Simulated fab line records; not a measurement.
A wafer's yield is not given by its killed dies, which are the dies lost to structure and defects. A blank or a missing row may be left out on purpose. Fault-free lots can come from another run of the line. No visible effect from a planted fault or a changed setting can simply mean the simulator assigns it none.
What tool caused it? || flow gf180mcu || Sampling: 15 lots, 45 wafers, 4 of 602 route steps

WHAT THE GAUGES SHOWED, per wafer
GF_DNWELL_TW_MEAS_09.
{"lot": "L338", "measured": "day 2 20:06", "on": "film metro-02", "DNWELL_TW": "1356 1359 1354"}
{"lot": "L339", "measured": "day 2 23:22", "on": "film metro-02", "DNWELL_TW": "1354 1354 1352"}
{"lot": "L341", "measured": "day 3 11:02", "on": "film metro-02", "DNWELL_TW": "1358 1355 1363"}
{"lot": "L342", "measured": "day 3 15:20", "on": "film metro-02", "DNWELL_TW": "1360 1363 1360"}
{"lot": "L343", "measured": "day 3 21:15", "on": "film metro-02", "DNWELL_TW": "1365 1363 1368"}
{"lot": "L345", "measured": "day 4 14:41", "on": "film metro-02", "DNWELL_TW": "1347 1352 1351"}
{"lot": "L346", "measured": "day 4 16:23", "on": "film metro-01", "DNWELL_TW": "1333 1341 1336"}
{"lot": "L347", "measured": "day 4 19:26", "on": "film metro-02", "DNWELL_TW": "1353 1357 1361"}
{"lot": "L348", "measured": "day 5 01:24", "on": "film metro-01", "DNWELL_TW": "1336 1331 1330"}
{"lot": "L356", "measured": "day 6 17:31", "on": "film metro-02", "DNWELL_TW": "1359 1366 1366"}
{"lot": "L357", "measured": "day 7 00:44", "on": "film metro-01", "DNWELL_TW": "1355 1347 1346"}
{"lot": "L358", "measured": "day 7 04:50", "on": "film metro-02", "DNWELL_TW": "1356 1352 1360"}
{"lot": "L359", "measured": "day 7 10:20", "on": "film metro-02", "DNWELL_TW": "1356 1357 1355"}
{"lot": "L360", "measured": "day 7 15:23", "on": "film metro-02", "DNWELL_TW": "1372 1372 1368"}
{"lot": "L361", "measured": "day 7 22:05", "on": "film metro-03", "DNWELL_TW": "1367 1364 1366"}

GF_LVPWELL_OVL_MEAS_07.
{"lot": "L338", "measured": "day 3 22:15", "on": "overlay-02", "LVPWELL_OVL (nm)": "1.3 0.6 1.2"}
{"lot": "L339", "measured": "day 4 00:25", "on": "overlay-02", "LVPWELL_OVL (nm)": "-0.8 1.8 1.2"}
{"lot": "L341", "measured": "day 4 13:31", "on": "overlay-02", "LVPWELL_OVL (nm)": "0.5 0.6 -0.1"}
{"lot": "L342", "measured": "day 4 17:50", "on": "overlay-01", "LVPWELL_OVL (nm)": "0.5 0.3 0.7"}
{"lot": "L343", "measured": "day 5 00:30", "on": "overlay-02", "LVPWELL_OVL (nm)": "1.8 1.0 -0.4"}
{"lot": "L345", "measured": "day 5 19:47", "on": "overlay-02", "LVPWELL_OVL (nm)": "-1.5 0.6 1.0"}
{"lot": "L346", "measured": "day 5 21:20", "on": "overlay-02", "LVPWELL_OVL (nm)": "0.3 -0.9 0.9"}
{"lot": "L347", "measured": "day 6 00:13", "on": "overlay-01", "LVPWELL_OVL (nm)": "-0.7 0.3 -1.6"}
{"lot": "L348", "measured": "day 6 05:37", "on": "overlay-02", "LVPWELL_OVL (nm)": "0.6 0.6 2.4"}
{"lot": "L356", "measured": "day 8 01:32", "on": "overlay-02", "LVPWELL_OVL (nm)": "1.3 0.3 -0.2"}
{"lot": "L357", "measured": "day 8 09:10", "on": "overlay-02", "LVPWELL_OVL (nm)": "2.7 1.1 1.7"}
{"lot": "L358", "measured": "day 8 18:32", "on": "overlay-01", "LVPWELL_OVL (nm)": "1.6 -0.6 -1.3"}
{"lot": "L359", "measured": "day 8 19:28", "on": "overlay-02", "LVPWELL_OVL (nm)": "0.4 0.9 -0.5"}
{"lot": "L360", "measured": "day 9 00:23", "on": "overlay-01", "LVPWELL_OVL (nm)": "1.1 -0.4 1.0"}
{"lot": "L361", "measured": "day 9 07:09", "on": "overlay-01", "LVPWELL_OVL (nm)": "-0.7 0.7 -0.1"}

GF_POLY_GATE_CD_MEAS_10 targets a cd of 280 nm.
{"lot": "L338", "measured": "day 9 04:53", "on": "cd sem-02", "cd nm (nm)": "279.3 278.4 279.1"}
{"lot": "L339", "measured": "day 9 12:11", "on": "cd sem-01", "cd nm (nm)": "279.0 279.8 280.3"}
{"lot": "L341", "measured": "day 10 03:25", "on": "cd sem-02", "cd nm (nm)": "279.6 278.8 279.3"}
{"lot": "L342", "measured": "day 10 09:51", "on": "cd sem-01", "cd nm (nm)": "281.2 280.8 281.1"}
{"lot": "L343", "measured": "day 10 15:23", "on": "cd sem-02", "cd nm (nm)": "279.3 279.3 279.5"}
{"lot": "L345", "measured": "day 11 16:38", "on": "cd sem-02", "cd nm (nm)": "281.2 280.9 280.6"}
{"lot": "L356", "measured": "day 14 11:56", "on": "cd sem-01", "cd nm (nm)": "280.8 278.5 280.4"}
{"lot": "L357", "measured": "day 15 00:43", "on": "cd sem-01", "cd nm (nm)": "282.7 282.7 282.3"}
{"lot": "L358", "measured": "day 15 11:23", "on": "cd sem-01", "cd nm (nm)": "280.1 280.3 279.8"}
{"lot": "L359", "measured": "day 15 13:55", "on": "cd sem-02", "cd nm (nm)": "280.7 279.6 280.1"}
{"lot": "L360", "measured": "day 15 18:18", "on": "cd sem-01", "cd nm (nm)": "279.0 278.7 278.8"}
{"lot": "L361", "measured": "day 16 04:05", "on": "cd sem-02", "cd nm (nm)": "280.5 280.4 280.4"}

TOOL THAT RAN EACH LOT (tool first, then ch and the chambers of the sampled wafers, then the start)
{"lot": "L338", "GF_DUAL_GATE_EXPOSE_08": "iline stepper-01 ch 0, day 8 00:25"}
{"lot": "L339", "GF_DUAL_GATE_EXPOSE_08": "iline stepper-02 ch 0, day 8 04:30"}
{"lot": "L341", "GF_DUAL_GATE_EXPOSE_08": "iline stepper-01 ch 0, day 8 22:33"}
{"lot": "L342", "GF_DUAL_GATE_EXPOSE_08": "iline stepper-01 ch 0, day 9 03:38"}
{"lot": "L343", "GF_DUAL_GATE_EXPOSE_08": "iline stepper-02 ch 0, day 9 09:05"}
{"lot": "L345", "GF_DUAL_GATE_EXPOSE_08": "iline stepper-01 ch 0, day 10 09:50"}
{"lot": "L346", "GF_DUAL_GATE_EXPOSE_08": "iline stepper-01, day 10 11:11"}
{"lot": "L347", "GF_DUAL_GATE_EXPOSE_08": "iline stepper-02, day 10 15:31"}
{"lot": "L348", "GF_DUAL_GATE_EXPOSE_08": "iline stepper-02, day 10 23:13"}
{"lot": "L356", "GF_DUAL_GATE_EXPOSE_08": "iline stepper-02 ch 0, day 13 01:40"}
{"lot": "L357", "GF_DUAL_GATE_EXPOSE_08": "iline stepper-01 ch 0, day 13 13:09"}
{"lot": "L358", "GF_DUAL_GATE_EXPOSE_08": "iline stepper-01 ch 0, day 13 22:44"}
{"lot": "L359", "GF_DUAL_GATE_EXPOSE_08": "iline stepper-02 ch 0, day 14 01:53"}
{"lot": "L360", "GF_DUAL_GATE_EXPOSE_08": "iline stepper-02 ch 0, day 14 07:03"}
{"lot": "L361", "GF_DUAL_GATE_EXPOSE_08": "iline stepper-01 ch 0, day 14 16:06"}
- GF_DUAL_GATE_EXPOSE_08: exposes mask Dualgate, target cd 700 nm.

AS READ BY THE TOOLS THEMSELVES (means over the sampled wafers that have a number; for cases with no such wafer, the mark the record gives instead)
GF_DUAL_GATE_EXPOSE_08.
{"lot": "L338", "tool": "iline stepper-01", "exposure dose mJ cm2": 140.06, "focus offset nm (nm)": -0.3}
{"lot": "L339", "tool": "iline stepper-02", "exposure dose mJ cm2": 140.09, "focus offset nm (nm)": 0.1}
{"lot": "L341", "tool": "iline stepper-01", "exposure dose mJ cm2": 140.06, "focus offset nm (nm)": -0.3}
{"lot": "L342", "tool": "iline stepper-01", "exposure dose mJ cm2": 139.96, "focus offset nm (nm)": -0.5}
{"lot": "L343", "tool": "iline stepper-02", "exposure dose mJ cm2": 140.00, "focus offset nm (nm)": 0.2}
{"lot": "L345", "tool": "iline stepper-01", "exposure dose mJ cm2": 140.07, "focus offset nm (nm)": 0.6}
{"lot": "L346", "tool": "iline stepper-01", "exposure dose mJ cm2": "-", "focus offset nm (nm)": "-"}
{"lot": "L347", "tool": "iline stepper-02", "exposure dose mJ cm2": "-", "focus offset nm (nm)": "-"}
{"lot": "L348", "tool": "iline stepper-02", "exposure dose mJ cm2": "-", "focus offset nm (nm)": "-"}
{"lot": "L356", "tool": "iline stepper-02", "exposure dose mJ cm2": 140.06, "focus offset nm (nm)": 0.3}
{"lot": "L357", "tool": "iline stepper-01", "exposure dose mJ cm2": 140.00, "focus offset nm (nm)": -0.1}
{"lot": "L358", "tool": "iline stepper-01", "exposure dose mJ cm2": 139.99, "focus offset nm (nm)": -0.0}
{"lot": "L359", "tool": "iline stepper-02", "exposure dose mJ cm2": 140.14, "focus offset nm (nm)": 0.1}
{"lot": "L360", "tool": "iline stepper-02", "exposure dose mJ cm2": 140.08, "focus offset nm (nm)": 0.3}
{"lot": "L361", "tool": "iline stepper-01", "exposure dose mJ cm2": 139.93, "focus offset nm (nm)": -0.1}

THE ANSWER, worked out from the rows above alone
Rule: the usual values come from the lots themselves. The widest of any qualifying gaps counts: lots, ordered by their means at a reading, are off when they make up no more than a third of the lots, leave a main group of 4 or more, and stand apart from it by 3 or more times the standard deviation of that group's means. Not used: any main group whose means are identical at the precision the tables above print for the reading. Also off: a lot with no number at a reading for which 4 or more lots have one. Any other lot the step has rows for is counted as sound. The gauges are gone through in route order, then the tools' own readings, and for those a lot's mean is taken as printed above. The first step at which some lot is off is used, and at that step the reading that is off furthest; a lot without a number counts as furthest.
Off at GF_DUAL_GATE_EXPOSE_08 (exposure dose mJ cm2): L346, L347, L348. Without a number there: L346, L347, L348. The main group has a mean of 140.04 with a standard deviation of 0.058.
A tool fits if, at that step or a process step before it, it ran every lot that is off, and no sound lot after the first of them. Of those tried, none fits.

WHAT THE SIMULATOR HAD PUT IN
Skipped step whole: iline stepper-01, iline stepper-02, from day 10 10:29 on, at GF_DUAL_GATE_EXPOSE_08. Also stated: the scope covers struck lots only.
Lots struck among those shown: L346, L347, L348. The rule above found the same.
